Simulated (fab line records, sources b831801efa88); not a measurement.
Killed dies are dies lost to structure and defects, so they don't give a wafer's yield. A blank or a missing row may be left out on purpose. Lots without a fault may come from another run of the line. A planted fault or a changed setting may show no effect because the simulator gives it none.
Which tool did it? | flow sfq_line | 14 lots, 42 wafers sampled, at 5 steps of a route of 325

WHAT THE GAUGES READ, wafer by wafer
SFQ_M3_RS_MEAS_919: measures by four-point-probe. Usual: M3_NB_RS 0.889 ohm/sq, standard deviation 0.01.
lot  | measured     | on            | M3_NB_RS (ohm/sq)                   | flag
L638 | day 44 07:09 | film_metro-03 | 0.882 0.880 0.883                   |
L639 | day 45 09:57 | film_metro-04 | 0.886 0.894 0.886                   |
L640 | day 45 15:59 | film_metro-01 | 0.895 0.887 0.886                   |
L641 | day 45 21:58 | film_metro-03 | 0.879 0.884 0.878                   |
L643 | day 46 18:19 | film_metro-04 | 0.903 0.887 0.890                   |
L644 | day 48 04:30 | film_metro-03 | 0.900 0.896 0.900                   |
L645 | day 48 11:41 | film_metro-03 | 0.877 0.871 0.889                   |
L646 | day 48 20:11 | film_metro-03 | 0.879 0.887 0.891                   |
L651 | day 50 17:55 | film_metro-01 | 1.002 1.014 1.001 1.001 1.012 1.002 | OFF
L653 | day 51 04:44 | film_metro-03 | 0.997 1.002 1.005 1.001 1.002 1.004 | OFF
L655 | day 51 13:19 | film_metro-01 | 0.898 0.911 0.904                   |
L658 | day 52 10:46 | film_metro-03 | 0.891 0.890 0.891                   |
L660 | day 53 18:02 | film_metro-03 | 0.906 0.900 0.891                   |
L661 | day 54 03:38 | film_metro-04 | 0.874 0.878 0.882                   |

SFQ_I3_BOW_MEAS_922. Usual: I3_BOW 3 um, standard deviation 9.3.
lot  | measured     | on            | I3_BOW (um) | flag
L638 | day 44 14:26 | film_metro-03 | -9 5 -2     |
L639 | day 45 22:02 | film_metro-02 | -6 -13 -10  |
L640 | day 46 06:07 | film_metro-04 | 13 2 -3     |
L641 | day 46 13:58 | film_metro-02 | -11 -4 2    |
L643 | day 47 04:56 | film_metro-03 | 16 21 16    |
L644 | day 48 12:10 | film_metro-02 | 22 12 20    |
L645 | day 48 18:11 | film_metro-02 | -5 -8 -8    |
L646 | day 49 02:53 | film_metro-04 | 9 3 5       |
L651 | day 51 11:25 | film_metro-04 | 10 3 -9     |
L653 | day 51 20:18 | film_metro-03 | -8 -6 -13   |
L655 | day 52 05:17 | film_metro-04 | 16 19 -7    |
L658 | day 52 19:20 | film_metro-04 | -10 -12 -13 |
L660 | day 54 10:50 | film_metro-03 | 3 6 -3      |
L661 | day 59 21:09 | film_metro-03 | 11 10 13    |

WHICH TOOL RAN EACH LOT (tool, then ch and the chambers of the sampled wafers, then the start)
lot  | SFQ_TRILAYER_I0_VIA_STRIP_STRIP_035 | SFQ_TRILAYER_M3_DEP_SPUTTER_073 | SFQ_TRILAYER_M3_ETCH_METAL_ETCH_078
L638 | rie_metal-02 ch 0,1, day 17 16:34   | pvd_sputter-05, day 44 07:04    | rie_metal-03 ch 0, day 44 09:44
L639 | rie_metal-02 ch 1, day 18 15:22     | pvd_sputter-05, day 45 09:52    | rie_metal-03 ch 0, day 45 12:49
L640 | rie_metal-03 ch 0, day 18 19:10     | pvd_sputter-05, day 45 15:53    | rie_metal-02 ch 0,1, day 45 18:29
L641 | rie_metal-03 ch 0, day 19 01:17     | pvd_sputter-05, day 45 21:52    | rie_metal-03 ch 0,1, day 46 01:05
L643 | rie_metal-02 ch 0,1, day 20 06:38   | pvd_sputter-06, day 46 18:13    | rie_metal-02 ch 0,1, day 46 21:08
L644 | rie_metal-02 ch 0,1, day 21 06:38   | pvd_sputter-06, day 48 04:25    | rie_metal-03 ch 0,1, day 48 07:04
L645 | rie_metal-01 ch 1, day 21 15:02     | pvd_sputter-04, day 48 11:35    | rie_metal-03 ch 0,1, day 48 14:13
L646 | rie_metal-02 ch 0,1, day 21 23:26   | pvd_sputter-04, day 48 20:06    | rie_metal-02 ch 0,1, day 48 22:54
L651 | rie_metal-03 ch 0,1, day 23 23:34   | pvd_sputter-04, day 50 17:49    | rie_metal-03 ch 0,1, day 51 05:05
L653 | rie_metal-01 ch 0, day 24 15:29     | pvd_sputter-04, day 51 04:37    | rie_metal-04 ch 0,1, day 51 14:07
L655 | rie_metal-02 ch 0, day 25 10:37     | pvd_sputter-06, day 51 13:13    | rie_metal-04 ch 0, day 51 19:27
L658 | rie_metal-01 ch 0,1, day 26 03:55   | pvd_sputter-06, day 52 10:38    | rie_metal-02 ch 0,1, day 52 13:18
L660 | rie_metal-01 ch 0,1, day 27 05:47   | pvd_sputter-06, day 53 17:57    | rie_metal-02 ch 0,1, day 53 20:34
L661 | rie_metal-01 ch 1, day 27 15:09     | pvd_sputter-04, day 54 03:33    | rie_metal-02 ch 0,1, day 59 17:10
- SFQ_TRILAYER_I0_VIA_STRIP_STRIP_035: strips in O2.
- SFQ_TRILAYER_M3_DEP_SPUTTER_073: material Nb, target thk 200 nm, time 133.3 s.
- SFQ_TRILAYER_M3_ETCH_METAL_ETCH_078: etches Nb in Cl2/Ar, stops on SiO2, target depth 240 nm, time 120 s.

WHAT THE TOOLS THEMSELVES READ (means of the sampled wafers that have a number; where no wafer has one, the mark that the record gives instead)
SFQ_TRILAYER_I0_VIA_STRIP_STRIP_035. Usual: drypump_motor_current_A 5.8 A, standard deviation 0.32; oes_product_au 0.999 a.u., standard deviation 0.0084.
lot  | tool         | drypump_motor_current_A (A) | oes_product_au (a.u.) | flag
L638 | rie_metal-02 | 6.1                         | 0.994                 |
L639 | rie_metal-02 | 6.4                         | 0.995                 |
L640 | rie_metal-03 | 6.0                         | 1.008                 |
L641 | rie_metal-03 | 6.0                         | 1.011                 |
L643 | rie_metal-02 | 5.9                         | 0.996                 |
L644 | rie_metal-02 | 6.1                         | 0.998                 |
L645 | rie_metal-01 | 5.5                         | 0.994                 |
L646 | rie_metal-02 | 6.1                         | 1.002                 |
L651 | rie_metal-03 | 5.5                         | 1.001                 |
L653 | rie_metal-01 | 5.8                         | 0.994                 |
L655 | rie_metal-02 | 5.6                         | 0.999                 |
L658 | rie_metal-01 | 5.7                         | 0.995                 |
L660 | rie_metal-01 | 5.7                         | 0.998                 |
L661 | rie_metal-01 | 5.5                         | 0.994                 |

SFQ_TRILAYER_M3_DEP_SPUTTER_073. Usual: cathode_dc_power_W 2000.0 W, standard deviation 0.37; substrate_temp_c 20.01 C, standard deviation 0.11; throttle_valve_pct 30.0 %, standard deviation 1.2.
lot  | tool           | cathode_dc_power_W (W) | substrate_temp_c (C) | throttle_valve_pct (%) | flag
L638 | pvd_sputter-05 | 2000.1                 | 19.97                | 29.8                   |
L639 | pvd_sputter-05 | 1999.8                 | 19.95                | 29.2                   |
L640 | pvd_sputter-05 | 2000.1                 | 20.14                | 29.2                   |
L641 | pvd_sputter-05 | 2000.1                 | 19.96                | 29.8                   |
L643 | pvd_sputter-06 | 1999.9                 | 19.99                | 31.2                   |
L644 | pvd_sputter-06 | 2000.2                 | 20.10                | 30.2                   |
L645 | pvd_sputter-04 | 1999.9                 | 19.97                | 29.4                   |
L646 | pvd_sputter-04 | 1999.8                 | 19.99                | 29.4                   |
L651 | pvd_sputter-04 | 1734.9                 | 19.99                | 29.4                   | OFF
L653 | pvd_sputter-04 | 1734.9                 | 19.94                | 28.8                   | OFF
L655 | pvd_sputter-06 | 2000.2                 | 19.90                | 31.9                   |
L658 | pvd_sputter-06 | 1999.9                 | 20.05                | 29.9                   |
L660 | pvd_sputter-06 | 1999.9                 | 20.09                | 30.6                   |
L661 | pvd_sputter-04 | 2000.1                 | 19.90                | 29.5                   |

SFQ_TRILAYER_M3_ETCH_METAL_ETCH_078. Usual: drypump_motor_current_A 5.9 A, standard deviation 0.45; oes_product_au 0.895 a.u., standard deviation 0.007.
lot  | tool         | drypump_motor_current_A (A) | oes_product_au (a.u.) | flag
L638 | rie_metal-03 | 6.0                         | 0.900                 |
L639 | rie_metal-03 | 6.0                         | 0.893                 |
L640 | rie_metal-02 | 6.1                         | 0.894                 |
L641 | rie_metal-03 | 5.8                         | 0.899                 |
L643 | rie_metal-02 | 6.1                         | 0.884                 |
L644 | rie_metal-03 | 5.5                         | 0.886                 |
L645 | rie_metal-03 | 5.8                         | 0.901                 |
L646 | rie_metal-02 | 5.8                         | 0.897                 |
L651 | rie_metal-03 | 5.5                         | 0.830                 | OFF
L653 | rie_metal-04 | 6.3                         | 0.833                 | OFF
L655 | rie_metal-04 | 6.7                         | 0.887                 |
L658 | rie_metal-02 | 5.9                         | 0.896                 |
L660 | rie_metal-02 | 5.8                         | 0.887                 |
L661 | rie_metal-02 | 6.1                         | 0.901                 |

THE ANSWER, worked out from the rows above alone
Rule: a lot is off if the mean of its wafers that have a number lies more than 3 standard deviations from the usual mean. A lot without any number at a reading at which 4 lots or more have one is off too. The other lots that the step has rows for count as sound. The gauges are gone through in route order, then the tools' own readings, and for those a lot's mean is taken as printed above. The first step at which some lot is off is used, and at that step the reading that is off furthest; a lot without a number counts as furthest.
Off: L651, L653, at SFQ_M3_RS_MEAS_919 (M3_NB_RS).
A tool fits if, at a process step before that reading, it ran every lot that is off, and no sound lot after the first of them. The gauges at SFQ_M3_RS_MEAS_919 aren't tried: what is off there is off at SFQ_TRILAYER_M3_DEP_SPUTTER_073 too, on other tools, and a gauge's error can't cause that. None of those tried fits.

WHAT THE SIMULATOR HAD PUT IN
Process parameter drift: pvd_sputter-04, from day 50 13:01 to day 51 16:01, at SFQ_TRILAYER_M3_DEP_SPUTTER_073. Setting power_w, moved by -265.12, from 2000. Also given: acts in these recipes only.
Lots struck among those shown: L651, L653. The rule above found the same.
